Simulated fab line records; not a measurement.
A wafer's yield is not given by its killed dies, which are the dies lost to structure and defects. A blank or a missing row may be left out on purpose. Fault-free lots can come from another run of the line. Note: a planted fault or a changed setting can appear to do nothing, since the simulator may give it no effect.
fab line records + flow sky130 + part 2 of 2: steps 30 to 39 of 39
[record]
- lots = 5
- wafers = 15
- last_day = 50
route steps=708 shown NWELL@67 PWDE@84 VT_ADJUST_HVTP@85 VT_ADJUST_LVTN@97
lots that met no fault: taken from a fault-free run of the same line
start_h: hours from the record's first day to the start of the lot's first wafer shown + wait_h: hours since the lot's step before + " repeats the value in the row above + L1.1+2: a row that stands for several wafers + - no value, or no start given + * or withheld: withheld + < > ~ a bound
route shown NAME@n: names a module that has steps shown in the file, with the first one's number in the route + usual: mean/standard deviation taken from wafers without a fault + same: alike in all rows + chamber/n: place in a boat + sites: per-site readings + _std_site: the standard deviation of these + _edge_site: mean of outer sites minus mean of inner sites + radius_mm: how far each site lies from the wafer's centre + mask NAME#n: copy n + behind: tool/chamber where the wafer was last shaped + hold: what put the lot on hold/how long, in hours/how the hold closed + device: the n, p or np transistor that did not switch + end of line: at the end of the route, the tests of the same wafers + for a step that has no rows: nothing shown but its recipe + killed: not the wafer's yield, but the dies lost to structure and defects at the first sort + map: a wafer's dies, marking killed ones x, the rest . and places with no die _
set.NAME: the run value of the setting; set.NAME@STEP: its run value at that earlier step + model.NAME: the simulator's own value behind a step, which no gauge read
lots at some steps of the route; a table a step, a row a wafer
services: from which hour (start_h, from the record's first day; less than 0 if before it) a tool's chamber was out of use, for how many hours, and why
[[steps]]
[step SKY_VT_ADJUST_LVTN_DEHYDRATE_00]
[recipe]
- temp_c = 200
- time_s = 60
| lot.wafer  | tool           | chamber | start_h | wait_h |
|------------|----------------|---------|---------|--------|
| L077.3+5+6 | litho_track-02 | 0       | 147.41  | 9.3    |
| L078.1+5+6 | litho_track-04 | 0       | 155.32  | 8.8    |
| L087.1+4+6 | litho_track-01 | 0       | 212.54  | 10.8   |
| L090.1+3+5 | litho_track-01 | 0       | 233.39  | 10.9   |
| L097.2+4+6 | litho_track-02 | 0       | 287.73  | 12.5   |
[step SKY_VT_ADJUST_LVTN_HMDS_01]
[recipe]
- prime_time_s = 60
- prime_temp_c = 120
| lot.wafer  | tool           | chamber | start_h | wait_h |
|------------|----------------|---------|---------|--------|
| L077.3+5+6 | litho_track-02 | 0       | 147.56  | 0.1    |
| L078.1+5+6 | litho_track-04 | 0       | 155.47  | 0.1    |
| L087.1+4+6 | litho_track-01 | 0       | 212.69  | 0.1    |
| L090.1+3+5 | litho_track-01 | 0       | 233.54  | 0.1    |
| L097.2+4+6 | litho_track-02 | 0       | 287.88  | 0.1    |
[step SKY_VT_ADJUST_LVTN_COAT_02]
[recipe]
- spin_rpm = 2000
- resist_thk_nm = 3000
| lot.wafer  | tool           | chamber | start_h | wait_h |
|------------|----------------|---------|---------|--------|
| L077.3+5+6 | litho_track-02 | 0       | 147.71  | 0.1    |
| L078.1+5+6 | litho_track-04 | 0       | 155.62  | 0.1    |
| L087.1+4+6 | litho_track-01 | 0       | 212.84  | 0.1    |
| L090.1+3+5 | litho_track-01 | 0       | 233.69  | 0.1    |
| L097.2+4+6 | litho_track-02 | 0       | 288.03  | 0.1    |
[step SKY_VT_ADJUST_LVTN_SOFTBAKE_03]
[recipe]
- temp_c = 110
- time_s = withheld
| lot.wafer  | tool           | chamber | start_h | wait_h |
|------------|----------------|---------|---------|--------|
| L077.3+5+6 | litho_track-02 | 0       | 147.88  | 0.1    |
| L078.1+5+6 | litho_track-04 | 0       | 155.77  | 0.1    |
| L087.1+4+6 | litho_track-01 | 0       | 212.99  | 0.1    |
| L090.1+3+5 | litho_track-01 | 0       | 233.84  | 0.1    |
| L097.2+4+6 | litho_track-02 | 0       | 288.19  | 0.1    |
[step SKY_VT_ADJUST_LVTN_EXPOSE_04]
[recipe]
- mask_id = NWM_COMPLEMENT_LESS_NATIVE
- na = 0.6
- source_shape = conventional
- sigma_outer = 0.6
- polarization = unpolarized
- target_cd_nm = 840
- dose_mj = 194
[usual]
- exposure_dose_mJ_cm2 = 193.95/0.19
| lot.wafer | tool             | chamber | start_h | wait_h | mask                         | exposure_dose_mJ_cm2 |
|-----------|------------------|---------|---------|--------|------------------------------|----------------------|
| L077.3    | iline_stepper-02 | 0       | -       | -      | NWM_COMPLEMENT_LESS_NATIVE#0 | 194.16               |
| L077.5    | "                | 0       | "       | "      | NWM_COMPLEMENT_LESS_NATIVE#0 | 194.24               |
| L077.6    | "                | 0       | "       | "      | NWM_COMPLEMENT_LESS_NATIVE#0 | 194.25               |
| L078.1    | iline_stepper-02 | 0       | -       | -      | NWM_COMPLEMENT_LESS_NATIVE#0 | 194.01               |
| L078.5    | "                | 0       | "       | "      | NWM_COMPLEMENT_LESS_NATIVE#0 | 193.81               |
| L078.6    | "                | 0       | "       | "      | NWM_COMPLEMENT_LESS_NATIVE#0 | 194.00               |
| L087.1    | iline_stepper-02 | 0       | -       | -      | NWM_COMPLEMENT_LESS_NATIVE#0 | 193.35               |
| L087.4    | "                | 0       | "       | "      | NWM_COMPLEMENT_LESS_NATIVE#0 | 193.71               |
| L087.6    | "                | 0       | "       | "      | NWM_COMPLEMENT_LESS_NATIVE#0 | 193.67               |
| L090.1    | iline_stepper-02 | 0       | -       | -      | NWM_COMPLEMENT_LESS_NATIVE#0 | 193.87               |
| L090.3    | "                | 0       | "       | "      | NWM_COMPLEMENT_LESS_NATIVE#0 | 194.15               |
| L090.5    | "                | 0       | "       | "      | NWM_COMPLEMENT_LESS_NATIVE#0 | 194.22               |
| L097.2    | iline_stepper-02 | 0       | -       | -      | NWM_COMPLEMENT_LESS_NATIVE#0 | 194.10               |
| L097.4    | "                | 0       | "       | "      | NWM_COMPLEMENT_LESS_NATIVE#0 | 194.01               |
| L097.6    | "                | 0       | "       | "      | NWM_COMPLEMENT_LESS_NATIVE#0 | 193.88               |
[step SKY_VT_ADJUST_LVTN_PEB_05]
[recipe]
- temp_c = 115
- time_s = withheld
| lot.wafer  | tool           | chamber | start_h | wait_h |
|------------|----------------|---------|---------|--------|
| L077.3+5+6 | litho_track-04 | 0       | -       | -      |
| L078.1+5+6 | litho_track-01 | 0       | -       | -      |
| L087.1+4+6 | litho_track-01 | 0       | -       | -      |
| L090.1+3+5 | litho_track-01 | 0       | -       | -      |
| L097.2+4+6 | litho_track-01 | 0       | -       | -      |
[step SKY_VT_ADJUST_LVTN_DEVELOP_06]
[recipe]
- wall_angle_deg = 90
- developer = TMAH
- develop_time_s = 60
- dev_temp_c = 23
[same]
- develop_time_s = 60
| lot.wafer  | tool           | chamber | start_h | wait_h |
|------------|----------------|---------|---------|--------|
| L077.3+5+6 | litho_track-04 | 0       | -       | -      |
| L078.1+5+6 | litho_track-01 | 0       | -       | -      |
| L087.1+4+6 | litho_track-01 | 0       | -       | -      |
| L090.1+3+5 | litho_track-01 | 0       | -       | -      |
| L097.2+4+6 | litho_track-01 | 0       | -       | -      |
[step SKY_VT_ADJUST_LVTN_OVL_MEAS_07]
[usual]
- VT_ADJUST_LVTN_OVL = -0.1/1.4
| lot.wafer | tool       | chamber | start_h | wait_h | VT_ADJUST_LVTN_OVL[nm] |
|-----------|------------|---------|---------|--------|------------------------|
| L077.3    | overlay-02 | -       | 157.23  | -      | -0.3                   |
| L077.5    | "          | -       | "       | "      | 0.5                    |
| L077.6    | "          | -       | "       | "      | 0.9                    |
| L078.1    | overlay-01 | -       | 165.94  | -      | -1.0                   |
| L078.5    | "          | -       | "       | "      | -3.6                   |
| L078.6    | "          | -       | "       | "      | -1.3                   |
| L087.1    | overlay-02 | -       | 223.84  | -      | -0.3                   |
| L087.4    | "          | -       | "       | "      | 0.5                    |
| L087.6    | "          | -       | "       | "      | -0.7                   |
| L090.1    | overlay-01 | -       | 245.44  | -      | 3.4                    |
| L090.3    | "          | -       | "       | "      | -0.8                   |
| L090.5    | "          | -       | "       | "      | 1.1                    |
| L097.2    | overlay-01 | -       | 300.99  | -      | -0.3                   |
| L097.4    | "          | -       | "       | "      | 0.7                    |
| L097.6    | "          | -       | "       | "      | -0.5                   |
[step SKY_VT_ADJUST_LVTN_IMPLANT_08]
[recipe]
- species = B
- energy_kev = 30
- dose_cm2 = 1.57e+12
- tilt_deg = withheld
[usual]
- beam_energy_keV = 30.000/0.0093
- beam_on_s = 10.02/0.18
- end_station_pressure_torr = 5.02e-06/2.4e-07
| lot.wafer | tool         | chamber | start_h | wait_h | beam_energy_keV | beam_on_s | end_station_pressure_torr |
|-----------|--------------|---------|---------|--------|-----------------|-----------|---------------------------|
| L077.3    | implanter-02 | 0       | 157.30  | 0.1    | 30.004          | 10.16     | 4.7e-06                   |
| L077.5    | "            | 0       | "       | "      | 30.002          | 9.90      | 5.27e-06                  |
| L077.6    | "            | 0       | "       | "      | 30.004          | 10.10     | 5.11e-06                  |
| L078.1    | implanter-02 | 0       | 165.97  | 0.0    | 30.009          | 9.84      | 5.27e-06                  |
| L078.5    | "            | 0       | "       | "      | 30.003          | 10.30     | 5.16e-06                  |
| L078.6    | "            | 0       | "       | "      | 29.999          | 10.01     | 4.84e-06                  |
| L087.1    | implanter-03 | 0       | 223.87  | 0.0    | 29.997          | 9.92      | 5.56e-06                  |
| L087.4    | "            | 0       | "       | "      | 30.001          | 10.16     | 5.06e-06                  |
| L087.6    | "            | 0       | "       | "      | 30.007          | 9.81      | 5.05e-06                  |
| L090.1    | implanter-03 | 0       | 245.47  | 0.0    | 29.982          | 9.86      | 5.07e-06                  |
| L090.3    | "            | 0       | "       | "      | 29.998          | 9.80      | 4.8e-06                   |
| L090.5    | "            | 0       | "       | "      | 30.007          | 10.34     | 5.14e-06                  |
| L097.2    | implanter-03 | 0       | 301.05  | 0.0    | 29.984          | 10.08     | 5.36e-06                  |
| L097.4    | "            | 0       | "       | "      | 29.990          | 9.93      | 5.1e-06                   |
| L097.6    | "            | 0       | "       | "      | 30.002          | 9.78      | 5.23e-06                  |
[step SKY_VT_ADJUST_LVTN_STRIP_09]
[recipe]
- chemistry = O2/N2
- power_w = 1400
- pressure_mtorr = 1500
- platen_temp_c = withheld
- o2_flow_sccm = 3000
- n2_flow_sccm = 300
- overash_fraction = 0.5
[usual]
- drypump_motor_current_A = 5.6/0.42
- oes_product_au = 0.722/0.0051
- strip_time_to_endpoint_s = 36.92/0.11
| lot.wafer | tool            | chamber | start_h | wait_h | drypump_motor_current_A | oes_product_au | rf_hours_counter_h | strip_time_to_endpoint_s |
|-----------|-----------------|---------|---------|--------|-------------------------|----------------|--------------------|--------------------------|
| L077.3    | plasma_asher-01 | 1       | 157.43  | 0.1    | 6.1                     | 0.716          | -                  | 36.92                    |
| L077.5    | "               | 1       | "       | "      | 6.1                     | 0.714          | -                  | 36.94                    |
| L077.6    | "               | 0       | "       | "      | 5.2                     | 0.723          | -                  | 36.90                    |
| L078.1    | plasma_asher-01 | 0       | 166.12  | 0.1    | 5.2                     | 0.725          | 49                 | 37.01                    |
| L078.5    | "               | 1       | "       | "      | 6.1                     | 0.719          | -                  | 36.98                    |
| L078.6    | "               | 0       | "       | "      | 5.2                     | 0.709          | -                  | 36.97                    |
| L087.1    | plasma_asher-01 | 0       | 224.02  | 0.1    | 5.2                     | 0.705          | 55                 | 36.89                    |
| L087.4    | "               | 0       | "       | "      | 5.2                     | 0.720          | -                  | 36.80                    |
| L087.6    | "               | 1       | "       | "      | 6.0                     | 0.720          | -                  | 36.89                    |
| L090.1    | plasma_asher-01 | 0       | 245.62  | 0.1    | 5.2                     | 0.730          | 58                 | 36.85                    |
| L090.3    | "               | 0       | "       | "      | 5.2                     | 0.715          | -                  | 36.89                    |
| L090.5    | "               | 1       | "       | "      | 6.1                     | 0.728          | -                  | 36.97                    |
| L097.2    | plasma_asher-01 | 0       | 301.17  | 0.1    | 5.2                     | 0.722          | 63                 | 37.10                    |
| L097.4    | "               | 0       | "       | "      | 5.2                     | 0.718          | -                  | 36.95                    |
| L097.6    | "               | 1       | "       | "      | 6.1                     | 0.714          | -                  | 36.98                    |
[[services]]
| tool             | chamber | start_h | hours | kind   |
|------------------|---------|---------|-------|--------|
| implanter-01     | -       | 81.67   | 3.4   | repair |
| plasma_asher-02  | -       | 98.20   | 15.6  | pm     |
| implanter-04     | -       | 99.21   | 2.9   | repair |
| implanter-01     | -       | 100.48  | 7.7   | pm     |
| plasma_asher-03  | -       | 108.75  | 9.0   | pm     |
| iline_stepper-01 | -       | 129.20  | 2.1   | pm     |
| plasma_asher-03  | -       | 139.75  | 6.9   | repair |
| implanter-01     | -       | 140.91  | 3.8   | pm     |
| iline_stepper-01 | -       | 141.84  | 1.7   | repair |
| implanter-01     | -       | 168.56  | 1.6   | repair |
| iline_stepper-01 | -       | 171.24  | 3.7   | repair |
| implanter-02     | -       | 177.17  | 4.6   | repair |
| implanter-03     | -       | 184.24  | 5.0   | pm     |
| plasma_asher-04  | -       | 199.78  | 0.7   | repair |
| rtp_anneal-02    | -       | 206.70  | 5.5   | pm     |
| plasma_asher-04  | -       | 208.36  | 54.3  | repair |
| plasma_asher-01  | -       | 212.83  | 1.9   | repair |
| iline_stepper-01 | -       | 239.41  | 1.7   | pm     |
| iline_stepper-02 | -       | 246.91  | 5.6   | repair |
| implanter-01     | -       | 247.15  | 2.0   | repair |
| plasma_asher-01  | -       | 247.36  | 3.7   | repair |
| iline_stepper-02 | -       | 252.50  | 1.7   | pm     |
| iline_stepper-02 | -       | 273.30  | 1.4   | repair |
| plasma_asher-01  | -       | 295.00  | 0.5   | repair |
